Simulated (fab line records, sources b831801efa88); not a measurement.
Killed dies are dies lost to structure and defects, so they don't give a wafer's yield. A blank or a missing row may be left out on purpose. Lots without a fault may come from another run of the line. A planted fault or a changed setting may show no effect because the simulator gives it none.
fab line records | flow sky130
record lots=11 wafers=33 last_day=50
route steps=708 shown GATE_OXIDE@200 LDD_N@239 SD_N@356 CONTACT@411
lots that met no fault: from a run of the same line without faults
start_h: hours from the record's first day to the start of the lot's first wafer shown | wait_h: hours since the lot's step before | " the same as in the row above | L1.1+2: a row that stands for several wafers | - no value, or no start given | * or withheld: withheld | < > ~ a bound
route shown NAME@n: a module of which the file shows steps, and the number in the route of the first | usual: mean/standard deviation of fault-free wafers | same: alike in all rows | chamber/n: place in a boat | sites: the reading at each site | _std_site: their standard deviation | _edge_site: outer sites' mean less inner sites' | radius_mm: how far each site lies from the wafer's centre | mask NAME#n: copy n | behind: the tool/chamber that last shaped the wafer | hold: why the lot was held/for how many hours/how that ended | device: the transistor (n, p or np) that didn't switch | end of line: the same wafers' tests at the end of the route | a step without rows: its recipe alone | killed: dies lost to structure and defects at the first sort, not the wafer's yield | map: a wafer's dies, x killed, . not, _ none there
set.NAME: the setting as run; set.NAME@STEP: as run at that earlier step | model.NAME: the simulator's own value behind a step, which no gauge read
steps of the route over a sample of lots; a table a step, a row a wafer
services: from which hour (start_h, from the record's first day; less than 0 if before it) a tool's chamber was out of use, for how many hours, and why
## steps
# step SKY_GATE_OXIDE_STRIP_13
# recipe chemistry=O2/N2 power_w=1400 pressure_mtorr=1500 platen_temp_c=withheld o2_flow_sccm=3000 n2_flow_sccm=300 overash_fraction=0.5
# usual drypump_motor_current_A=5.3/0.51 oes_product_au=0.716/0.0045 strip_time_to_endpoint_s=14.18/0.041
# same overash_fraction=0.5
# columns lot.wafer tool chamber start_h wait_h drypump_motor_current_A oes_product_au rf_hours_counter_h strip_time_to_endpoint_s
L385.1 plasma_asher-01 0 321.46 0.0 4.9 0.709 63 14.21
L385.3 " 0 " " 4.9 0.715 - 14.24
L385.4 " 1 " " 5.1 0.717 - 14.25
L386.1 plasma_asher-04 0 325.01 0.0 5.9 0.715 21 14.21
L386.3 " 0 " " 5.9 0.710 - 14.19
L386.6 " 0 " " 5.9 0.715 - 14.16
L389.1 plasma_asher-04 1 352.59 0.0 4.7 0.718 23 14.11
L389.2 " 0 " " 5.9 0.712 23 14.11
L389.4 " 0 " " 5.9 0.723 - 14.12
L387.1 plasma_asher-01 1 352.86 0.0 5.1 0.708 67 14.19
L387.2 " 0 " " 4.9 0.715 67 14.24
L387.6 " 1 " " 5.1 0.722 - 14.21
L391.1 plasma_asher-01 0 368.65 0.0 4.9 0.712 69 14.19
L391.4 " 1 " " 5.1 0.715 - 14.18
L391.6 " 1 " " 5.1 0.716 - 14.14
L395.3 plasma_asher-01 0 402.53 0.0 4.9 0.710 - 14.15
L395.4 " 1 " " 5.1 0.705 - 14.18
L395.5 " 1 " " 5.1 0.716 - 14.14
L396.1 plasma_asher-02 0 411.30 0.0 6.3 0.713 68 14.16
L396.2 " 1 " " 5.5 0.714 68 14.11
L396.4 " 1 " " 5.6 0.714 - 14.17
L404.3 plasma_asher-04 1 482.70 0.0 4.7 0.714 - 14.07
L404.4 " 0 " " 6.0 0.713 - 14.15
L404.5 " 1 " " 4.7 0.716 - 14.09
L405.2 plasma_asher-02 1 496.79 0.0 5.5 0.719 6 14.24
L405.3 " 1 " " 5.6 0.715 - 14.21
L405.6 " 1 " " 5.6 0.715 - 14.22
L406.1 plasma_asher-04 1 502.39 0.0 4.7 0.721 36 14.18
L406.3 " 0 " " 5.9 0.716 - 14.22
L406.6 " 1 " " 4.7 0.714 - 14.23
L407.2 plasma_asher-01 0 510.66 0.0 4.9 0.715 83 14.24
L407.3 " 0 " " 4.9 0.722 - 14.23
L407.4 " 1 " " 5.1 0.722 - 14.25
# step SKY_LDD_N_COAT_02
# recipe resist=NOVOLAK spin_rpm=3000 resist_thk_nm=300
# usual spin_speed_rpm=2999.7/1.7
# columns lot.wafer tool chamber start_h wait_h spin_speed_rpm
L385.1 litho_track-03 0 400.28 0.1 3001.1
L385.3 " 0 " " 2998.8
L385.4 " 0 " " 2997.7
L386.1 litho_track-03 0 404.88 0.1 2998.6
L386.3 " 0 " " 2998.3
L386.6 " 0 " " 3001.7
L389.1 litho_track-02 0 432.76 0.1 2998.3
L389.2 " 0 " " 2998.4
L389.4 " 0 " " 3004.9
L387.1 litho_track-02 0 434.01 0.1 3001.1
L387.2 " 0 " " 2998.6
L387.6 " 0 " " 2997.6
L391.1 litho_track-01 0 452.42 0.1 2997.9
L391.4 " 0 " " 3000.1
L391.6 " 0 " " 3000.3
L395.3 litho_track-01 0 490.92 0.1 2592.3
L395.4 " 0 " " 2591.9
L395.5 " 0 " " 2592.7
L396.1 litho_track-01 0 497.82 0.1 2592.9
L396.2 " 0 " " 2596.7
L396.4 " 0 " " 2592.2
L404.3 litho_track-02 0 566.76 0.1 2997.5
L404.4 " 0 " " 3001.7
L404.5 " 0 " " 2999.6
L405.2 litho_track-02 0 577.48 0.1 2996.9
L405.3 " 0 " " 2998.9
L405.6 " 0 " " 2999.3
L406.1 litho_track-02 0 582.01 0.1 2997.6
L406.3 " 0 " " 3001.4
L406.6 " 0 " " 3000.0
L407.2 litho_track-02 0 594.08 0.1 2998.2
L407.3 " 0 " " 2999.4
L407.4 " 0 " " 3000.1
# step SKY_LDD_N_STRIP_16
# recipe chemistry=O2/N2 power_w=1400 pressure_mtorr=1500 platen_temp_c=withheld o2_flow_sccm=3000 n2_flow_sccm=300 overash_fraction=0.5
# usual drypump_motor_current_A=5.3/0.38 oes_product_au=0.406/0.0046 strip_time_to_endpoint_s=4.319/0.015
# same overash_fraction=0.5
# columns lot.wafer tool chamber start_h wait_h drypump_motor_current_A oes_product_au rf_hours_counter_h strip_time_to_endpoint_s
L385.1 plasma_asher-03 0 417.02 0.1 5.5 0.403 61 4.319
L385.3 " 0 " " 5.5 0.403 - 4.325
L385.4 " 1 " " 5.3 0.410 - 4.302
L386.1 plasma_asher-03 0 421.24 0.1 5.5 0.410 62 4.338
L386.3 " 0 " " 5.5 0.397 - 4.309
L386.6 " 0 " " 5.5 0.409 - 4.309
L389.1 plasma_asher-01 0 449.42 0.1 4.9 0.403 77 4.320
L389.2 " 1 " " 5.1 0.408 77 4.338
L389.4 " 0 " " 4.9 0.399 - 4.332
L387.1 plasma_asher-01 1 450.16 0.1 5.2 0.406 77 4.313
L387.2 " 0 " " 4.9 0.403 77 4.303
L387.6 " 0 " " 4.9 0.402 - 4.301
L391.1 plasma_asher-01 1 469.76 0.1 5.1 0.400 79 4.287
L391.4 " 0 " " 4.9 0.414 - 4.331
L391.6 " 0 " " 4.9 0.413 - 4.296
L395.3 plasma_asher-04 1 507.54 0.1 4.7 0.421 - 4.608
L395.4 " 0 " " 5.9 0.418 - 4.620
L395.5 " 1 " " 4.7 0.414 - 4.622
L396.1 plasma_asher-04 1 514.51 0.1 4.7 0.412 38 4.628
L396.2 " 0 " " 5.9 0.423 38 4.620
L396.4 " 1 " " 4.7 0.424 - 4.645
L404.3 plasma_asher-04 1 582.33 0.1 4.7 0.411 - 4.352
L404.4 " 0 " " 5.9 0.408 - 4.334
L404.5 " 1 " " 4.7 0.405 - 4.337
L405.2 plasma_asher-04 0 593.39 0.1 5.9 0.408 46 4.310
L405.3 " 0 " " 5.9 0.414 - 4.322
L405.6 " 1 " " 4.7 0.402 - 4.322
L406.1 plasma_asher-03 1 599.26 0.1 5.3 0.407 80 4.304
L406.3 " 0 " " 5.5 0.404 - 4.327
L406.6 " 0 " " 5.5 0.406 - 4.311
L407.2 plasma_asher-01 1 609.99 0.1 5.1 0.410 93 4.334
L407.3 " 1 " " 5.1 0.407 - 4.366
L407.4 " 0 " " 4.9 0.406 - 4.339
# step SKY_SD_N_RTA_14
# recipe temp_c=1075 time_s=2 idle_temp_c=650 ramp_up_c_per_s=150 ramp_down_c_per_s=90 ambient=N2
# usual chamber_o2_ppm=2.001/0.018 lamp_power_pct=15.74/0.055 wafer_temp_C_max=1078.0/1.3
# columns lot.wafer tool chamber start_h wait_h chamber_o2_ppm lamp_power_pct wafer_temp_C_max
L385.1 rtp_anneal-02 0 659.45 0.0 1.995 15.75 1076.6
L385.3 " 0 " " 2.003 15.83 1078.0
L385.4 " 0 " " 2.015 15.75 1076.9
L386.1 rtp_anneal-01 0 664.90 0.0 1.987 15.75 1077.3
L386.3 " 0 " " 1.999 15.76 1078.3
L386.6 " 0 " " 2.018 15.76 1076.8
L389.1 rtp_anneal-02 0 690.79 0.0 2.003 15.63 1076.2
L389.2 " 0 " " 1.986 15.73 1076.1
L389.4 " 0 " " 2.021 15.73 1077.8
L387.1 rtp_anneal-01 0 692.94 0.0 2.013 15.73 1078.8
L387.2 " 0 " " 2.007 15.68 1077.6
L387.6 " 0 " " 2.000 15.80 1078.5
L391.1 rtp_anneal-02 0 708.34 0.0 1.990 15.78 1079.6
L391.4 " 0 " " 1.980 15.66 1075.6
L391.6 " 0 " " 2.000 15.79 1077.1
L395.3 rtp_anneal-02 0 741.22 0.0 2.013 15.79 1079.5
L395.4 " 0 " " 2.013 15.82 1081.7
L395.5 " 0 " " 1.994 15.73 1077.8
L396.1 rtp_anneal-01 0 749.52 0.0 2.012 15.74 1078.8
L396.2 " 0 " " 1.995 15.76 1075.7
L396.4 " 0 " " 2.002 15.69 1081.1
L404.3 rtp_anneal-01 0 809.96 0.0 1.992 15.84 1077.9
L404.4 " 0 " " 1.966 15.72 1079.3
L404.5 " 0 " " 1.983 15.75 1078.6
L405.2 rtp_anneal-02 0 819.58 0.0 2.011 15.62 1079.3
L405.3 " 0 " " 2.007 15.72 1079.0
L405.6 " 0 " " 1.990 15.70 1075.7
L406.1 rtp_anneal-01 0 824.27 0.0 1.966 15.67 1079.9
L406.3 " 0 " " 1.993 15.69 1077.1
L406.6 " 0 " " 1.972 15.67 1076.6
L407.2 rtp_anneal-02 0 834.41 0.0 2.036 15.82 1076.6
L407.3 " 0 " " 2.039 15.73 1077.5
L407.4 " 0 " " 2.023 15.74 1079.1
# step SKY_CONTACT_BOW_MEAS_05
# recipe mode=bow
# usual CONTACT_BOW=82/7.3
# columns lot.wafer tool chamber start_h wait_h CONTACT_BOW[um]
L385.1 film_metro-03 - 719.43 0.2 74
L385.3 " - " " 76
L385.4 " - " " 75
L386.1 film_metro-03 - 726.03 0.2 84
L386.3 " - " " 68
L386.6 " - " " 88
L389.1 film_metro-02 - 749.34 0.1 81
L389.2 " - " " 89
L389.4 " - " " 93
L387.1 film_metro-02 - 751.46 0.2 77
L387.2 " - " " 87
L387.6 " - " " 87
L391.1 film_metro-02 - 767.04 0.2 84
L391.4 " - " " 86
L391.6 " - " " 83
L395.3 film_metro-01 - 798.89 0.1 84
L395.4 " - " " 79
L395.5 " - " " 86
L396.1 film_metro-01 - 808.26 0.1 87
L396.2 " - " " 76
L396.4 " - " " 75
L404.3 film_metro-03 - 865.54 0.2 81
L404.4 " - " " 91
L404.5 " - " " 80
L405.2 film_metro-01 - 875.45 0.3 69
L405.3 " - " " 72
L405.6 " - " " 74
L406.1 film_metro-02 - 880.02 0.1 85
L406.3 " - " " 75
L406.6 " - " " 86
L407.2 film_metro-02 - 890.62 0.3 73
L407.3 " - " " 87
L407.4 " - " " 91
## services
# columns tool chamber start_h hours kind
plasma_asher-04 - 334.51 3.2 repair
plasma_asher-03 - 335.24 3.8 repair
rtp_anneal-02 - 338.18 3.2 pm
plasma_asher-02 - 340.88 13.8 repair
plasma_asher-04 - 345.64 1.3 repair
rtp_anneal-01 - 361.28 6.0 pm
plasma_asher-04 - 365.37 24.4 repair
plasma_asher-01 - 408.87 9.4 repair
plasma_asher-04 - 419.74 0.4 repair
plasma_asher-02 - 421.25 9.0 pm
plasma_asher-03 - 461.51 1.4 repair
plasma_asher-01 - 578.85 2.8 pm
plasma_asher-01 - 591.32 3.3 repair
plasma_asher-03 - 601.09 52.7 repair
plasma_asher-03 - 623.90 3.5 repair
plasma_asher-02 - 641.04 1.4 repair
plasma_asher-04 - 695.32 8.7 pm
plasma_asher-03 - 702.76 7.7 repair
plasma_asher-01 - 733.75 9.0 pm
plasma_asher-01 - 750.62 2.0 repair
plasma_asher-03 - 757.62 2.1 repair
plasma_asher-03 - 768.43 0.8 repair
plasma_asher-02 - 827.12 2.6 repair
plasma_asher-01 - 833.83 1.3 repair
## key
first_sign step=SKY_LDD_N_COAT_02 reading=spin_speed_rpm direction=down sigmas=99+ usual=2999.7 struck=2593.1
effect step=SKY_LDD_N_STRIP_16 reading=strip_time_to_endpoint_s direction=up sigmas=20 usual=* struck=*
met_at SKY_LDD_N_COAT_02
struck_lots L395,L396
tester_left_out L395,L396
not_acting_at SKY_GATE_OXIDE_STRIP_13,SKY_SD_N_RTA_14,SKY_CONTACT_BOW_MEAS_05
onset_between 452.42 490.92
fault kind=process_parameter_drift tool=litho_track-01 chamber=- onset_h=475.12 steps=SKY_LDD_N_COAT_02 channel=spin_rpm offset=-407.79 shape=step end_h=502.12 acts_in=these_recipes_only stated=3000
# tester_left_out: of these lots the tester's yield and bins aren't shown, on N5 and GAA mostly nor the transistor test; their killed dies are dies lost to structure and defects alone, not to doping, threshold or leakage, so they don't give the yield
